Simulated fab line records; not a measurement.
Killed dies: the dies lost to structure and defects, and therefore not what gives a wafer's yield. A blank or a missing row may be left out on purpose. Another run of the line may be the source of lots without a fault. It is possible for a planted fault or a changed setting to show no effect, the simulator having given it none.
Split-lot trial	flow sky130	route with 708 steps; 5 lots, 23 wafers read

## ON THE SPLIT
At SKY_RES_XHIGH_IMPLANT_07, the setting energy_kev was moved away from the recipe's 20 on 10 of the 23 wafers read, by -5.7% to +5.0%. For the rest of the wafers, this setting stayed at what the recipe calls for.

## FROM THE SPLIT ON TO THE READING: in between, the file shows 1 step
- SKY_RES_XHIGH_STRIP_08: strips in O2/N2

## THE READING
RES_XHIGH_TW, at SKY_RES_XHIGH_TW_MEAS_09. Fault-free wafers of this fab line usually give 1656, standard deviation 8.

wafer	tool, chamber at the split	energy_kev as run	against the recipe	RES_XHIGH_TW	against lot-mates on the recipe
L074.1	implanter-01, 0	20	recipe	1644	-
L074.2	implanter-01, 0	20	recipe	1651	-
L074.6	implanter-01, 0	20	recipe	1644	-
L080.2	implanter-04, 0	20	recipe	1658	-
L080.3	implanter-04, 0	20	recipe	1656	-
L080.4	implanter-04, 0	19.53	-2.3%	1646	-10
L080.5	implanter-04, 0	20	recipe	1654	-
L080.6	implanter-04, 0	19.53	-2.3%	1639	-17
L081.1	implanter-04, 0	20	recipe	1659	-
L081.2	implanter-04, 0	20	recipe	1664	-
L081.4	implanter-04, 0	20.78	+3.9%	1674	+12
L081.5	implanter-04, 0	20.78	+3.9%	1667	+6
L081.6	implanter-04, 0	20.78	+3.9%	1686	+24
L082.1	implanter-04, 0	21.01	+5.0%	1683	+24
L082.3	implanter-04, 0	20	recipe	1665	-
L082.4	implanter-04, 0	21.01	+5.0%	1686	+27
L082.5	implanter-04, 0	20	recipe	1653	-
L082.6	implanter-04, 0	21.01	+5.0%	1684	+25
L085.1	implanter-02, 0	20	recipe	1652	-
L085.2	implanter-02, 0	18.85	-5.7%	1621	-31
L085.3	implanter-02, 0	18.85	-5.7%	1624	-28
L085.5	implanter-02, 0	20	recipe	1652	-
L085.6	implanter-02, 0	20	recipe	1651	-

THE FIT
A straight line over all 23 wafers: RES_XHIGH_TW changes by +5.64 for each +1% of energy_kev; r = +0.95; the points scatter about the line by 5.9.
The same after taking each lot's own level away (the mean of its wafers on the recipe; 23 wafers): +4.8 for each +1%; r = +0.96; scatter 4.4.
According to that fit, moving energy_kev by its largest amount changes the reading by 28.
From 1646.3 to 1661.5: that is the span of the lots' own levels, equal to 1.9 times the standard deviation above.
So the lot-to-lot level changes the slope: the two fits differ.
Check: -27.7 against its lot-mates is what the line predicts for one of the wafers moved furthest among these (-5.7%) when that wafer is left out of the fit. Against them it came out at -30.7.

## ADDITIONAL SPLITS CARRIED BY THESE WAFERS
Before the reading, these wafers also passed through other splits. Each is held against what the fit with the lots' levels taken away leaves over:
other split on the same wafers	wafers away from the commonest value	r with RES_XHIGH_TW (lot level and that fit taken away)
SKY_GATE_OXIDE_SOFTBAKE_06 time_s	9	+0.20
SKY_POLY_GATE_COAT_08 spin_rpm	10	-0.37
SKY_POLY_GATE_ETCH_15 source_w	11	+0.07
SKY_LDD_N_IMPLANT_13 energy_kev	10	-0.34
SKY_LDD_P_IMPLANT_09 dose_cm2	6	-0.26
SKY_LDD_HVN_IMPLANT_08 dose_cm2	11	-0.11
SKY_POLY_CUT_DEVELOP_07 dev_temp_c	9	-0.04

## THE WHOLE CHAIN: every reading that the file lists as answering this split, in the file's order
step	what it does	reading	change (the file's fit)	r (the file's)
SKY_RES_XHIGH_IMPLANT_07		implant.rp_nm (the simulator's own value, which no gauge read)	+0.139 nm for each +1% of the setting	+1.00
SKY_RES_XHIGH_IMPLANT_07		implant.drp_nm (the simulator's own value, which no gauge read)	+0.0685 nm for each +1% of the setting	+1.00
SKY_RES_XHIGH_TW_MEAS_09		RES_XHIGH_TW	+4.78 for each +1% of the setting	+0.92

## FILE'S OWN FIT
RES_XHIGH_TW changes by +4.78 for each +1% of energy_kev, r = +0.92.
